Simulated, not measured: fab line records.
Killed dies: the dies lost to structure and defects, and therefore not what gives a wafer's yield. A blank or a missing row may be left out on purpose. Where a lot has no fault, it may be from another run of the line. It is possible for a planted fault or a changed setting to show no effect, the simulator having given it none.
Which tool is to blame? + flow gf180mcu + 24 lots with 72 wafers sampled at 3 steps, on a route of 602 steps

WHAT THE GAUGES READ, wafer by wafer
GF_MVPSD_OVL_MEAS_07.
| lot  | measured     | on         | MVPSD_OVL (nm) |
|------|--------------|------------|----------------|
| L074 | day 4 23:47  | overlay-02 | -0.7 0.5 -0.9  |
| L075 | day 5 08:46  | overlay-02 | -2.3 -0.1 -0.6 |
| L076 | day 5 12:41  | overlay-01 | 1.3 0.8 2.7    |
| L077 | day 5 19:07  | overlay-01 | 2.3 2.3 3.6    |
| L078 | day 6 00:49  | overlay-02 | 2.3 -0.3 0.0   |
| L079 | day 6 06:50  | overlay-02 | 0.1 1.8 -0.8   |
| L080 | day 6 12:26  | overlay-01 | -1.8 0.9 -0.1  |
| L081 | day 6 18:29  | overlay-02 | -0.8 -1.2 0.2  |
| L082 | day 6 23:50  | overlay-01 | 3.6 2.7 3.8    |
| L083 | day 7 06:29  | overlay-02 | -0.6 -0.6 2.9  |
| L084 | day 7 13:32  | overlay-02 | -1.1 0.1 -0.1  |
| L085 | day 7 17:44  | overlay-01 | -2.2 -1.8 0.0  |
| L086 | day 8 01:05  | overlay-02 | 2.3 2.5 1.8    |
| L087 | day 8 05:17  | overlay-02 | 2.5 1.7 1.9    |
| L088 | day 8 11:20  | overlay-01 | -0.5 -2.6 -0.4 |
| L089 | day 8 19:27  | overlay-02 | -0.2 -0.2 0.0  |
| L090 | day 9 00:50  | overlay-01 | 0.9 0.7 1.1    |
| L091 | day 9 11:23  | overlay-02 | 1.6 2.1 0.1    |
| L092 | day 9 18:46  | overlay-02 | 1.0 -0.4 2.2   |
| L093 | day 9 21:08  | overlay-01 | 3.0 -0.4 4.1   |
| L094 | day 10 02:50 | overlay-02 | 0.4 -1.2 1.7   |
| L095 | day 10 11:11 | overlay-02 | -0.4 3.1 -0.8  |
| L096 | day 10 17:08 | overlay-02 | -0.8 0.1 0.1   |
| L097 | day 10 23:34 | overlay-01 | 1.7 1.3 4.6    |

GF_PSD_OVL_MEAS_08.
| lot  | measured     | on         | PSD_OVL (nm)   |
|------|--------------|------------|----------------|
| L074 | day 14 04:34 | overlay-01 | 0.0 1.0 0.8    |
| L075 | day 14 17:01 | overlay-02 | -0.9 0.3 0.8   |
| L076 | day 15 00:33 | overlay-02 | 0.1 -1.6 0.2   |
| L077 | day 15 07:34 | overlay-02 | -2.1 -1.5 -1.9 |
| L078 | day 15 20:49 | overlay-01 | 1.5 0.3 0.8    |
| L079 | day 16 04:31 | overlay-02 | -1.5 0.8 0.3   |
| L080 | day 16 11:52 | overlay-02 | -0.7 -1.4 -0.6 |
| L081 | day 16 19:24 | overlay-02 | 1.8 1.3 1.7    |
| L082 | day 17 05:17 | overlay-02 | 1.2 -2.0 1.7   |
| L083 | day 17 14:34 | overlay-02 | 0.4 2.5 1.5    |
| L084 | day 17 23:50 | overlay-01 | 0.6 -1.3 -0.4  |
| L085 | day 18 04:43 | overlay-01 | 0.9 0.7 0.5    |
| L086 | day 18 16:13 | overlay-01 | 0.4 1.4 -0.9   |
| L087 | day 18 22:14 | overlay-02 | -3.3 -3.7 -2.7 |
| L088 | day 19 05:19 | overlay-02 | -2.2 -1.9 -2.7 |
| L089 | day 19 16:28 | overlay-01 | 0.7 -0.8 1.4   |
| L090 | day 20 04:16 | overlay-02 | 0.0 -1.2 -0.4  |
| L091 | day 20 15:51 | overlay-01 | 0.2 2.2 0.0    |
| L092 | day 21 02:45 | overlay-01 | -1.0 -0.3 -1.2 |
| L093 | day 21 11:39 | overlay-01 | 1.0 0.1 2.8    |
| L094 | day 21 12:25 | overlay-01 | 1.3 0.3 -0.2   |
| L095 | day 21 22:18 | overlay-01 | 1.9 2.5 2.4    |
| L096 | day 22 03:24 | overlay-01 | 0.5 1.1 -1.3   |
| L097 | day 22 17:08 | overlay-01 | 1.5 2.5 3.8    |

WHICH TOOL RAN EACH LOT (tool, then ch and the chambers of the sampled wafers, then the start)
| lot  | GF_MVSD_STRIP_10                     |
|------|--------------------------------------|
| L074 | plasma-asher-01 ch 0,1, day 4 10:28  |
| L075 | plasma-asher-03 ch 0,1, day 4 18:36  |
| L076 | plasma-asher-03 ch 0,1, day 4 22:57  |
| L077 | plasma-asher-03 ch 0,1, day 5 04:37  |
| L078 | plasma-asher-03 ch 0,1, day 5 10:10  |
| L079 | plasma-asher-01 ch 0,1, day 5 16:04  |
| L080 | plasma-asher-01 ch 0,1, day 5 21:52  |
| L081 | plasma-asher-03 ch 0,1, day 6 03:31  |
| L082 | plasma-asher-02 ch 0,1, day 6 08:43  |
| L083 | plasma-asher-01 ch 0,1, day 6 14:44  |
| L084 | plasma-asher-01 ch 0,1, day 6 21:17  |
| L085 | plasma-asher-01 ch 0,1, day 7 01:56  |
| L086 | plasma-asher-01 ch 0,1, day 7 08:49  |
| L087 | plasma-asher-03 ch 1, day 7 12:59    |
| L088 | plasma-asher-02 ch 0,1, day 7 18:46  |
| L089 | plasma-asher-03 ch 0,1, day 8 02:19  |
| L090 | plasma-asher-03 ch 0,1, day 8 07:38  |
| L091 | plasma-asher-01 ch 0,1, day 8 18:31  |
| L092 | plasma-asher-02 ch 0,1, day 9 00:38  |
| L093 | plasma-asher-03 ch 0,1, day 9 03:42  |
| L094 | plasma-asher-03 ch 0,1, day 9 08:53  |
| L095 | plasma-asher-02 ch 0,1, day 9 17:32  |
| L096 | plasma-asher-03 ch 1, day 9 22:49    |
| L097 | plasma-asher-03 ch 0,1, day 10 05:17 |
- GF_MVSD_STRIP_10: strips in O2/N2.

AS READ BY THE TOOLS THEMSELVES (means over the sampled wafers that have a number; for cases with no such wafer, the mark the record gives instead)
GF_MVSD_STRIP_10.
| lot  | tool            | drypump-motor-current-A (A) | heater-power-w (W) | oes-product-au (a.u.) | strip-time-to-endpoint-s (s) |
|------|-----------------|-----------------------------|--------------------|-----------------------|------------------------------|
| L074 | plasma-asher-01 | 5.6                         | 350                | 0.725                 | 37.02                        |
| L075 | plasma-asher-03 | 5.3                         | 342                | 0.721                 | 37.03                        |
| L076 | plasma-asher-03 | 5.3                         | 343                | 0.724                 | 37.09                        |
| L077 | plasma-asher-03 | 5.3                         | 343                | 0.726                 | 37.11                        |
| L078 | plasma-asher-03 | 5.4                         | 333                | 0.724                 | 36.97                        |
| L079 | plasma-asher-01 | 5.6                         | 351                | 0.719                 | 36.92                        |
| L080 | plasma-asher-01 | 5.6                         | 348                | 0.722                 | 37.05                        |
| L081 | plasma-asher-03 | 5.3                         | 343                | 0.720                 | 37.14                        |
| L082 | plasma-asher-02 | 5.9                         | 302                | 0.723                 | 36.91                        |
| L083 | plasma-asher-01 | 5.6                         | 349                | 0.725                 | 37.05                        |
| L084 | plasma-asher-01 | 6.0                         | 344                | 0.719                 | 36.95                        |
| L085 | plasma-asher-01 | 6.0                         | 352                | 0.723                 | 36.95                        |
| L086 | plasma-asher-01 | 5.6                         | 347                | 0.723                 | 36.75                        |
| L087 | plasma-asher-03 | 5.3                         | 312                | 0.721                 | 36.79                        |
| L088 | plasma-asher-02 | 6.1                         | 313                | 0.721                 | 36.83                        |
| L089 | plasma-asher-03 | 5.3                         | 331                | 0.723                 | 36.90                        |
| L090 | plasma-asher-03 | 5.4                         | 325                | 0.721                 | 36.86                        |
| L091 | plasma-asher-01 | 5.6                         | 346                | 0.721                 | 37.01                        |
| L092 | plasma-asher-02 | 5.9                         | 299                | 0.721                 | 36.89                        |
| L093 | plasma-asher-03 | 5.3                         | 332                | 0.725                 | 36.95                        |
| L094 | plasma-asher-03 | 5.3                         | 341                | 0.722                 | 36.90                        |
| L095 | plasma-asher-02 | 6.1                         | 315                | 0.723                 | 36.89                        |
| L096 | plasma-asher-03 | 5.4                         | 312                | 0.723                 | 36.75                        |
| L097 | plasma-asher-03 | 5.3                         | 343                | 0.722                 | 36.91                        |

THE ANSWER, worked out from the rows above alone
Rule: what is usual is taken from the lots themselves. The widest of any qualifying gaps counts: lots, ordered by their means at a reading, are off when they make up no more than a third of the lots, leave a main group of 4 or more, and stand apart from it by 3 or more times the standard deviation of that group's means. The tables above print the reading to a certain number of digits; a main group whose means all agree to those digits is not used. A lot without any number at a reading at which 4 lots or more have one is off too. The other lots that the step has rows for count as sound. Order of review: gauges by route order, followed by the tools' own readings, for which a lot's mean as printed above is used. At the first step where some lot is off, the reading lying furthest off is the one used; lots without a number count as furthest.
None of the lots is off at any reading shown; this tells nothing.

WHAT THE SIMULATOR PUT IN
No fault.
